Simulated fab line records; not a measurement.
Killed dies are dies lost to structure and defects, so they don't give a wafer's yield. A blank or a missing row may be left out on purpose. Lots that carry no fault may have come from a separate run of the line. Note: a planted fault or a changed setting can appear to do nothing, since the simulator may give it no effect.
fab line records || flow sky130 || part 2 of 2: steps 25 to 25 of 25
record: {"lots": 7, "wafers": 21, "lastDay": 50}
route steps=708 shown CONTACT@432 METAL1@434 PAD_OPEN@708
lots untouched by any fault: they come from a run of this same line in which no faults occurred
startH: start of the lot's first displayed wafer, in hours after the record's first day || waitH: hours since the lot's step before || " repeats the value in the row above || L1.1+2: one row covering several wafers at once || - either no value or no given start || * or withheld: withheld || < > ~ a bound
route shown NAME@n: a module of which the file shows steps, and the number in the route of the first || usual: mean/standard deviation taken from wafers without a fault || same: alike in all rows || chamber/n: place in a boat || sites: each site's reading || _std_site: standard deviation across them || _edge_site: outer sites' mean less inner sites' || radiusMm: for every site, how far away it sits from the centre of the wafer || mask NAME#n: copy n || behind: the tool/chamber that last shaped the wafer || hold: why the lot was held/for how many hours/how that ended || device: which transistor (n, p or np) failed to switch || end of line: the route-end tests of the same wafers || a step given without rows: its recipe and nothing more || killed: dies lost to structure and defects at the first sort, not the wafer's yield || map: per-die view of a wafer (x killed, . not killed, _ where there is no die)
set.NAME: the setting as run; set.NAME@STEP: as run at that earlier step || model.NAME: the simulator's own value behind a step, which no gauge read
lots at some steps of the route; a table a step, a row a wafer
services: when a tool's chamber went out of use (startH, in hours from the record's first day, below 0 if earlier), for how many hours, and the reason
== steps ==
step: SKY_PAD_OPEN_PROBE_99
usual: {"defectLimitedYield": "82.2/1.8", "killed_at_M0_to_M3": "43/6.6", "killed_at_M4_up": "3.2/1.9", "killedAtContacts": "25/5.3", "killedAtFrontEnd": "16/4.5", "killedAtOther": "0.3/0.63", "killedDies": "87/8.9", "killedOnRim": "17/3.7", "killedOpen": "48/7.9", "killedShort": "39/5.3", "sort_bin_3_pad_short": "0.8/0.38", "sort_bin_5_function": "10.5/1.5", "sort_bin_6_memory": "6.4/1.2", "sortNPass": "405/8.9", "sortYieldPct": "82.2/1.8"}
same: {"grossDies": 492, "killedAtBackSide": 0, "sort_bin_4_leakage[%]": 0, "sort_bin_8_speed[%]": 0}
{"lot.wafer": "L351.1", "tool": "prober-01", "chamber": "-", "startH": 1117.74, "waitH": 0.1, "defectLimitedYield[%]": 81.3, "killed_at_M0_to_M3": 47, "killed_at_M4_up": 4, "killedAtContacts": 31, "killedAtFrontEnd": 10, "killedAtOther": 0, "killedDies": 92, "killedOnRim": 17, "killedOpen": 58, "killedShort": 33, "sort_bin_3_pad_short[%]": 0.6, "sort_bin_5_function[%]": 12.0, "sort_bin_6_memory[%]": 6.1, "sortNPass": 400, "sortYieldPct[%]": 81.3}
{"lot.wafer": "L351.2", "tool": "prober-01", "chamber": "-", "startH": 1117.79, "waitH": 0.1, "defectLimitedYield[%]": 81.5, "killed_at_M0_to_M3": 50, "killed_at_M4_up": 2, "killedAtContacts": 20, "killedAtFrontEnd": 19, "killedAtOther": 0, "killedDies": 91, "killedOnRim": 17, "killedOpen": 54, "killedShort": 37, "sort_bin_3_pad_short[%]": 0.8, "sort_bin_5_function[%]": 10.4, "sort_bin_6_memory[%]": 7.3, "sortNPass": 401, "sortYieldPct[%]": 81.5}
{"lot.wafer": "L351.6", "tool": "prober-01", "chamber": "-", "startH": 1117.99, "waitH": 0.2, "defectLimitedYield[%]": 83.3, "killed_at_M0_to_M3": 46, "killed_at_M4_up": 1, "killedAtContacts": 26, "killedAtFrontEnd": 8, "killedAtOther": 1, "killedDies": 82, "killedOnRim": 18, "killedOpen": 46, "killedShort": 35, "sort_bin_3_pad_short[%]": 1.2, "sort_bin_5_function[%]": 9.3, "sort_bin_6_memory[%]": 6.1, "sortNPass": 410, "sortYieldPct[%]": 83.3}
{"lot.wafer": "L352.2", "tool": "prober-02", "chamber": "-", "startH": 1118.12, "waitH": 0.1, "defectLimitedYield[%]": 84.6, "killed_at_M0_to_M3": 35, "killed_at_M4_up": 0, "killedAtContacts": 23, "killedAtFrontEnd": 14, "killedAtOther": 4, "killedDies": 76, "killedOnRim": 16, "killedOpen": 46, "killedShort": 30, "sort_bin_3_pad_short[%]": 0.4, "sort_bin_5_function[%]": 8.3, "sort_bin_6_memory[%]": 6.7, "sortNPass": 416, "sortYieldPct[%]": 84.6}
{"lot.wafer": "L352.4", "tool": "prober-02", "chamber": "-", "startH": 1118.22, "waitH": 0.2, "defectLimitedYield[%]": 83.1, "killed_at_M0_to_M3": 40, "killed_at_M4_up": 5, "killedAtContacts": 27, "killedAtFrontEnd": 9, "killedAtOther": 2, "killedDies": 83, "killedOnRim": 12, "killedOpen": 46, "killedShort": 37, "sort_bin_3_pad_short[%]": 0.6, "sort_bin_5_function[%]": 10.2, "sort_bin_6_memory[%]": 6.1, "sortNPass": 409, "sortYieldPct[%]": 83.1}
{"lot.wafer": "L352.6", "tool": "prober-02", "chamber": "-", "startH": 1118.32, "waitH": 0.2, "defectLimitedYield[%]": 82.7, "killed_at_M0_to_M3": 50, "killed_at_M4_up": 7, "killedAtContacts": 22, "killedAtFrontEnd": 6, "killedAtOther": 0, "killedDies": 85, "killedOnRim": 7, "killedOpen": 57, "killedShort": 28, "sort_bin_3_pad_short[%]": 0.8, "sort_bin_5_function[%]": 10.0, "sort_bin_6_memory[%]": 6.5, "sortNPass": 407, "sortYieldPct[%]": 82.7}
{"lot.wafer": "L353.2", "tool": "prober-01", "chamber": "-", "startH": 1119.29, "waitH": 0.1, "defectLimitedYield[%]": 81.1, "killed_at_M0_to_M3": 47, "killed_at_M4_up": 2, "killedAtContacts": 24, "killedAtFrontEnd": 19, "killedAtOther": 1, "killedDies": 93, "killedOnRim": 22, "killedOpen": 53, "killedShort": 40, "sort_bin_3_pad_short[%]": 0.6, "sort_bin_5_function[%]": 11.2, "sort_bin_6_memory[%]": 7.1, "sortNPass": 399, "sortYieldPct[%]": 81.1}
{"lot.wafer": "L353.3", "tool": "prober-01", "chamber": "-", "startH": 1119.34, "waitH": 0.2, "defectLimitedYield[%]": 82.1, "killed_at_M0_to_M3": 51, "killed_at_M4_up": 2, "killedAtContacts": 19, "killedAtFrontEnd": 16, "killedAtOther": 0, "killedDies": 88, "killedOnRim": 17, "killedOpen": 48, "killedShort": 39, "sort_bin_3_pad_short[%]": 1.2, "sort_bin_5_function[%]": 11.4, "sort_bin_6_memory[%]": 5.3, "sortNPass": 404, "sortYieldPct[%]": 82.1}
{"lot.wafer": "L353.6", "tool": "prober-01", "chamber": "-", "startH": 1119.49, "waitH": 0.2, "defectLimitedYield[%]": 84.8, "killed_at_M0_to_M3": 36, "killed_at_M4_up": 2, "killedAtContacts": 26, "killedAtFrontEnd": 11, "killedAtOther": 0, "killedDies": 75, "killedOnRim": 17, "killedOpen": 34, "killedShort": 41, "sort_bin_3_pad_short[%]": 0.4, "sort_bin_5_function[%]": 9.1, "sort_bin_6_memory[%]": 5.7, "sortNPass": 417, "sortYieldPct[%]": 84.8}
{"lot.wafer": "L355.3", "tool": "prober-01", "chamber": "-", "startH": 1143.10, "waitH": 0.2, "defectLimitedYield[%]": 82.3, "killed_at_M0_to_M3": 45, "killed_at_M4_up": 3, "killedAtContacts": 25, "killedAtFrontEnd": 14, "killedAtOther": 0, "killedDies": 87, "killedOnRim": 19, "killedOpen": 46, "killedShort": 41, "sort_bin_3_pad_short[%]": 0.8, "sort_bin_5_function[%]": 12.2, "sort_bin_6_memory[%]": 4.7, "sortNPass": 405, "sortYieldPct[%]": 82.3}
{"lot.wafer": "L355.5", "tool": "prober-01", "chamber": "-", "startH": 1143.20, "waitH": 0.2, "defectLimitedYield[%]": 83.1, "killed_at_M0_to_M3": 38, "killed_at_M4_up": 4, "killedAtContacts": 29, "killedAtFrontEnd": 12, "killedAtOther": 0, "killedDies": 83, "killedOnRim": 14, "killedOpen": 46, "killedShort": 37, "sort_bin_3_pad_short[%]": 0.6, "sort_bin_5_function[%]": 9.8, "sort_bin_6_memory[%]": 6.5, "sortNPass": 409, "sortYieldPct[%]": 83.1}
{"lot.wafer": "L355.6", "tool": "prober-01", "chamber": "-", "startH": 1143.25, "waitH": 0.2, "defectLimitedYield[%]": 83.9, "killed_at_M0_to_M3": 40, "killed_at_M4_up": 5, "killedAtContacts": 17, "killedAtFrontEnd": 17, "killedAtOther": 0, "killedDies": 79, "killedOnRim": 18, "killedOpen": 35, "killedShort": 44, "sort_bin_3_pad_short[%]": 1.4, "sort_bin_5_function[%]": 10.6, "sort_bin_6_memory[%]": 4.1, "sortNPass": 413, "sortYieldPct[%]": 83.9}
{"lot.wafer": "L356.4", "tool": "prober-02", "chamber": "-", "startH": 1148.40, "waitH": 0.2, "defectLimitedYield[%]": 81.9, "killed_at_M0_to_M3": 46, "killed_at_M4_up": 5, "killedAtContacts": 23, "killedAtFrontEnd": 15, "killedAtOther": 0, "killedDies": 89, "killedOnRim": 12, "killedOpen": 59, "killedShort": 30, "sort_bin_3_pad_short[%]": 1.4, "sort_bin_5_function[%]": 9.8, "sort_bin_6_memory[%]": 6.9, "sortNPass": 403, "sortYieldPct[%]": 81.9}
{"lot.wafer": "L356.5", "tool": "prober-02", "chamber": "-", "startH": 1148.45, "waitH": 0.2, "defectLimitedYield[%]": 83.3, "killed_at_M0_to_M3": 48, "killed_at_M4_up": 2, "killedAtContacts": 20, "killedAtFrontEnd": 12, "killedAtOther": 0, "killedDies": 82, "killedOnRim": 14, "killedOpen": 41, "killedShort": 41, "sort_bin_3_pad_short[%]": 1.4, "sort_bin_5_function[%]": 9.3, "sort_bin_6_memory[%]": 5.9, "sortNPass": 410, "sortYieldPct[%]": 83.3}
{"lot.wafer": "L356.6", "tool": "prober-02", "chamber": "-", "startH": 1148.50, "waitH": 0.2, "defectLimitedYield[%]": 82.5, "killed_at_M0_to_M3": 40, "killed_at_M4_up": 1, "killedAtContacts": 24, "killedAtFrontEnd": 21, "killedAtOther": 0, "killedDies": 86, "killedOnRim": 18, "killedOpen": 43, "killedShort": 43, "sort_bin_3_pad_short[%]": 1.4, "sort_bin_5_function[%]": 9.8, "sort_bin_6_memory[%]": 6.3, "sortNPass": 406, "sortYieldPct[%]": 82.5}
{"lot.wafer": "L367.2", "tool": "prober-01", "chamber": "-", "startH": 1193.05, "waitH": 0.1, "defectLimitedYield[%]": 80.3, "killed_at_M0_to_M3": 45, "killed_at_M4_up": 6, "killedAtContacts": 28, "killedAtFrontEnd": 18, "killedAtOther": 0, "killedDies": 97, "killedOnRim": 16, "killedOpen": 44, "killedShort": 52, "sort_bin_3_pad_short[%]": 1.0, "sort_bin_5_function[%]": 11.8, "sort_bin_6_memory[%]": 6.9, "sortNPass": 395, "sortYieldPct[%]": 80.3}
{"lot.wafer": "L367.3", "tool": "prober-01", "chamber": "-", "startH": 1193.10, "waitH": 0.2, "defectLimitedYield[%]": 81.3, "killed_at_M0_to_M3": 41, "killed_at_M4_up": 2, "killedAtContacts": 29, "killedAtFrontEnd": 20, "killedAtOther": 0, "killedDies": 92, "killedOnRim": 17, "killedOpen": 52, "killedShort": 40, "sort_bin_3_pad_short[%]": 1.0, "sort_bin_5_function[%]": 8.5, "sort_bin_6_memory[%]": 9.1, "sortNPass": 400, "sortYieldPct[%]": 81.3}
{"lot.wafer": "L367.4", "tool": "prober-01", "chamber": "-", "startH": 1193.15, "waitH": 0.2, "defectLimitedYield[%]": 79.5, "killed_at_M0_to_M3": 36, "killed_at_M4_up": 4, "killedAtContacts": 38, "killedAtFrontEnd": 23, "killedAtOther": 0, "killedDies": 101, "killedOnRim": 23, "killedOpen": 52, "killedShort": 49, "sort_bin_3_pad_short[%]": 0.6, "sort_bin_5_function[%]": 12.4, "sort_bin_6_memory[%]": 7.5, "sortNPass": 391, "sortYieldPct[%]": 79.5}
{"lot.wafer": "L368.2", "tool": "prober-02", "chamber": "-", "startH": 1202.00, "waitH": 0.1, "defectLimitedYield[%]": 83.3, "killed_at_M0_to_M3": 39, "killed_at_M4_up": 0, "killedAtContacts": 26, "killedAtFrontEnd": 17, "killedAtOther": 0, "killedDies": 82, "killedOnRim": 14, "killedOpen": 41, "killedShort": 39, "sort_bin_3_pad_short[%]": 1.2, "sort_bin_5_function[%]": 8.9, "sort_bin_6_memory[%]": 6.5, "sortNPass": 410, "sortYieldPct[%]": 83.3}
{"lot.wafer": "L368.3", "tool": "prober-02", "chamber": "-", "startH": 1202.05, "waitH": 0.2, "defectLimitedYield[%]": 83.3, "killed_at_M0_to_M3": 38, "killed_at_M4_up": 2, "killedAtContacts": 30, "killedAtFrontEnd": 11, "killedAtOther": 1, "killedDies": 82, "killedOnRim": 14, "killedOpen": 45, "killedShort": 37, "sort_bin_3_pad_short[%]": 0.4, "sort_bin_5_function[%]": 11.4, "sort_bin_6_memory[%]": 4.9, "sortNPass": 410, "sortYieldPct[%]": 83.3}
{"lot.wafer": "L368.5", "tool": "prober-02", "chamber": "-", "startH": 1202.15, "waitH": 0.2, "defectLimitedYield[%]": 79.9, "killed_at_M0_to_M3": 56, "killed_at_M4_up": 3, "killedAtContacts": 27, "killedAtFrontEnd": 13, "killedAtOther": 0, "killedDies": 99, "killedOnRim": 20, "killedOpen": 57, "killedShort": 42, "sort_bin_3_pad_short[%]": 0.2, "sort_bin_5_function[%]": 13.0, "sort_bin_6_memory[%]": 6.9, "sortNPass": 393, "sortYieldPct[%]": 79.9}
killed by level:class
L351.1 CONTACT:geometricParticle:open=12 VIA1:geometricParticle:open=12 VIA3:geometricParticle:open=9 CONTACT:geometricParticle:short=6 LI_CONTACT:geometricParticle:open=6 VIA2:geometricParticle:open=6 METAL2:geometricParticle:short=4 LI_CONTACT:geometricParticle:short=4
L351.2 LI_CONTACT:geometricParticle:open=10 CONTACT:geometricParticle:open=9 VIA2:geometricParticle:open=9 VIA1:geometricParticle:open=8 VIA2:geometricParticle:short=7 VIA3:geometricParticle:open=7 FIELD_ISO:geometricParticle:open=6 METAL2:geometricParticle:short=6
L351.6 VIA1:geometricParticle:open=14 LI_CONTACT:geometricParticle:open=9 CONTACT:geometricParticle:open=6 LOCAL_INTERCONNECT:geometricParticle:short=5 METAL2:geometricParticle:short=5 METAL3:geometricParticle:short=5 VIA3:geometricParticle:short=4 VIA2:geometricParticle:open=4
L352.2 CONTACT:geometricParticle:open=12 VIA2:geometricParticle:open=8 VIA1:geometricParticle:open=7 LI_CONTACT:geometricParticle:open=6 VIA1:geometricParticle:short=5 POLY_GATE:geometricParticle:open=4 POLY_GATE:geometricParticle:short=4 METAL1:geometricParticle:short=4
L352.4 CONTACT:geometricParticle:open=12 VIA1:geometricParticle:open=8 LOCAL_INTERCONNECT:geometricParticle:short=6 VIA2:geometricParticle:open=5 LI_CONTACT:geometricParticle:open=4 METAL2:geometricParticle:open=4 METAL2:geometricParticle:short=4 METAL3:geometricParticle:short=4
L352.6 VIA2:geometricParticle:open=14 VIA1:geometricParticle:open=11 CONTACT:geometricParticle:open=8 LI_CONTACT:geometricParticle:open=6 METAL2:geometricParticle:short=5 VIA3:geometricParticle:open=5 METAL1:geometricParticle:short=4 VIA3:geometricParticle:short=4
L353.2 VIA1:geometricParticle:open=11 VIA2:geometricParticle:open=10 CONTACT:geometricParticle:open=8 FIELD_ISO:geometricParticle:open=7 LI_CONTACT:geometricParticle:open=7 POLY_GATE:geometricParticle:short=6 VIA1:geometricParticle:short=5 METAL3:geometricParticle:short=5
L353.3 VIA2:geometricParticle:open=14 VIA1:geometricParticle:open=8 FIELD_ISO:geometricParticle:short=6 LOCAL_INTERCONNECT:geometricParticle:short=6 METAL2:geometricParticle:short=6 CONTACT:geometricParticle:open=6 VIA3:geometricParticle:open=5 VIA1:geometricParticle:short=5
L353.6 LI_CONTACT:geometricParticle:open=11 METAL3:geometricParticle:short=7 CONTACT:geometricParticle:short=6 VIA1:geometricParticle:open=6 METAL2:geometricParticle:short=5 CONTACT:geometricParticle:open=5 METAL1:geometricParticle:short=5 VIA1:geometricParticle:short=4
L355.3 CONTACT:geometricParticle:open=9 LI_CONTACT:geometricParticle:open=8 VIA1:geometricParticle:open=6 METAL3:geometricParticle:short=6 VIA2:geometricParticle:open=6 METAL2:geometricParticle:short=5 LOCAL_INTERCONNECT:geometricParticle:short=4 POLY_GATE:geometricParticle:open=4
L355.5 CONTACT:geometricParticle:open=11 METAL2:geometricParticle:short=9 VIA2:geometricParticle:open=9 LI_CONTACT:geometricParticle:open=7 VIA1:geometricParticle:open=6 VIA3:geometricParticle:open=5 FIELD_ISO:geometricParticle:short=4 METAL4:geometricParticle:short=4
L355.6 METAL2:geometricParticle:short=8 CONTACT:geometricParticle:open=6 VIA2:geometricParticle:open=6 VIA1:geometricParticle:short=5 FIELD_ISO:geometricParticle:open=5 POLY_GATE:geometricParticle:short=5 LOCAL_INTERCONNECT:geometricParticle:short=5 METAL1:geometricParticle:short=5
L356.4 VIA1:geometricParticle:open=15 CONTACT:geometricParticle:open=10 VIA2:geometricParticle:open=8 VIA3:geometricParticle:open=7 CONTACT:geometricParticle:short=6 FIELD_ISO:geometricParticle:open=5 FIELD_ISO:geometricParticle:short=4 METAL3:geometricParticle:open=4
L356.5 VIA1:geometricParticle:open=13 VIA1:geometricParticle:short=8 CONTACT:geometricParticle:open=7 VIA2:geometricParticle:open=5 FIELD_ISO:geometricParticle:short=4 LI_CONTACT:geometricParticle:open=4 LOCAL_INTERCONNECT:geometricParticle:short=4 METAL1:geometricParticle:short=4
L356.6 VIA1:geometricParticle:open=13 CONTACT:geometricParticle:open=8 VIA1:geometricParticle:short=7 FIELD_ISO:geometricParticle:short=6 CONTACT:geometricParticle:short=6 SPACER:geometricParticle:open=5 METAL3:geometricParticle:short=5 LI_CONTACT:geometricParticle:open=4
L367.2 CONTACT:geometricParticle:open=14 METAL2:geometricParticle:short=8 METAL1:geometricParticle:short=7 CONTACT:geometricParticle:short=7 POLY_GATE:geometricParticle:short=5 VIA2:geometricParticle:short=5 VIA1:geometricParticle:open=5 VIA3:geometricParticle:open=5
L367.3 CONTACT:geometricParticle:open=16 VIA1:geometricParticle:open=11 CONTACT:geometricParticle:short=7 FIELD_ISO:geometricParticle:open=5 FIELD_ISO:geometricParticle:short=5 VIA1:geometricParticle:short=5 VIA2:geometricParticle:open=5 LI_CONTACT:geometricParticle:open=4
L367.4 LI_CONTACT:geometricParticle:open=14 CONTACT:geometricParticle:open=11 METAL2:geometricParticle:short=10 FIELD_ISO:geometricParticle:open=6 VIA1:geometricParticle:short=6 POLY_GATE:geometricParticle:short=5 CONTACT:geometricParticle:short=5 VIA1:geometricParticle:open=5
L368.2 CONTACT:geometricParticle:open=8 FIELD_ISO:geometricParticle:short=6 LI_CONTACT:geometricParticle:open=6 METAL1:geometricParticle:short=6 METAL2:geometricParticle:short=6 VIA2:geometricParticle:open=6 VIA3:geometricParticle:open=5 VIA1:geometricParticle:open=4
L368.3 CONTACT:geometricParticle:open=9 LI_CONTACT:geometricParticle:open=8 VIA1:geometricParticle:open=7 VIA3:geometricParticle:open=7 LI_CONTACT:geometricParticle:short=5 METAL2:geometricParticle:short=5 LOCAL_INTERCONNECT:geometricParticle:short=5 METAL1:geometricParticle:short=5
L368.5 VIA1:geometricParticle:open=17 LI_CONTACT:geometricParticle:open=10 METAL1:geometricParticle:short=8 METAL2:geometricParticle:short=7 VIA3:geometricParticle:open=6 LOCAL_INTERCONNECT:geometricParticle:short=6 CONTACT:geometricParticle:short=5 POLY_GATE:geometricParticle:open=4
== services ==
{"tool": "rieMetal-03", "chamber": "-", "startH": 768.45, "hours": 0.3, "kind": "repair"}
{"tool": "cmp-02", "chamber": "-", "startH": 801.70, "hours": 16.7, "kind": "pm"}
{"tool": "rieMetal-02", "chamber": 1, "startH": 813.17, "hours": 1.4, "kind": "repair"}
{"tool": "pvdSputter-02", "chamber": "-", "startH": 820.24, "hours": 9.1, "kind": "repair"}
{"tool": "pvdSputter-01", "chamber": "-", "startH": 828.92, "hours": 1.6, "kind": "repair"}
{"tool": "plasmaAsher-01", "chamber": "-", "startH": 836.20, "hours": 4.3, "kind": "repair"}
{"tool": "pvdSputter-01", "chamber": "-", "startH": 838.44, "hours": 1.7, "kind": "repair"}
{"tool": "cmp-01", "chamber": "-", "startH": 839.14, "hours": 13.2, "kind": "repair"}
{"tool": "pvdSputter-04", "chamber": 0, "startH": 861.83, "hours": "-", "kind": "consumableReplace:kit"}
{"tool": "pvdSputter-04", "chamber": 0, "startH": 861.83, "hours": 18.0, "kind": "scheduledDown"}
{"tool": "pvdSputter-04", "chamber": 0, "startH": 861.83, "hours": 18.0, "kind": "ventCycle"}
{"tool": "rieMetal-02", "chamber": "-", "startH": 867.04, "hours": 0.4, "kind": "repair"}
{"tool": "pvdSputter-02", "chamber": "-", "startH": 869.68, "hours": 1.7, "kind": "repair"}
{"tool": "cmp-02", "chamber": "-", "startH": 892.31, "hours": 5.7, "kind": "pm"}
{"tool": "rieMetal-04", "chamber": "-", "startH": 896.68, "hours": 0.3, "kind": "repair"}
{"tool": "cmp-02", "chamber": "-", "startH": 898.00, "hours": 6.5, "kind": "pm"}
{"tool": "cmp-02", "chamber": "-", "startH": 899.73, "hours": 1.8, "kind": "repair"}
{"tool": "pvdSputter-02", "chamber": "-", "startH": 911.63, "hours": 2.6, "kind": "repair"}
{"tool": "cmp-01", "chamber": "-", "startH": 912.00, "hours": 4.0, "kind": "pm"}
{"tool": "cmp-01", "chamber": "-", "startH": 916.00, "hours": 5.4, "kind": "pm"}
{"tool": "rieMetal-03", "chamber": 0, "startH": 916.57, "hours": 1.7, "kind": "repair"}
{"tool": "cmp-02", "chamber": "-", "startH": 926.81, "hours": 0.7, "kind": "repair"}
{"tool": "pvdSputter-01", "chamber": "-", "startH": 927.11, "hours": 4.4, "kind": "repair"}
{"tool": "plasmaAsher-01", "chamber": "-", "startH": 936.81, "hours": 3.9, "kind": "repair"}
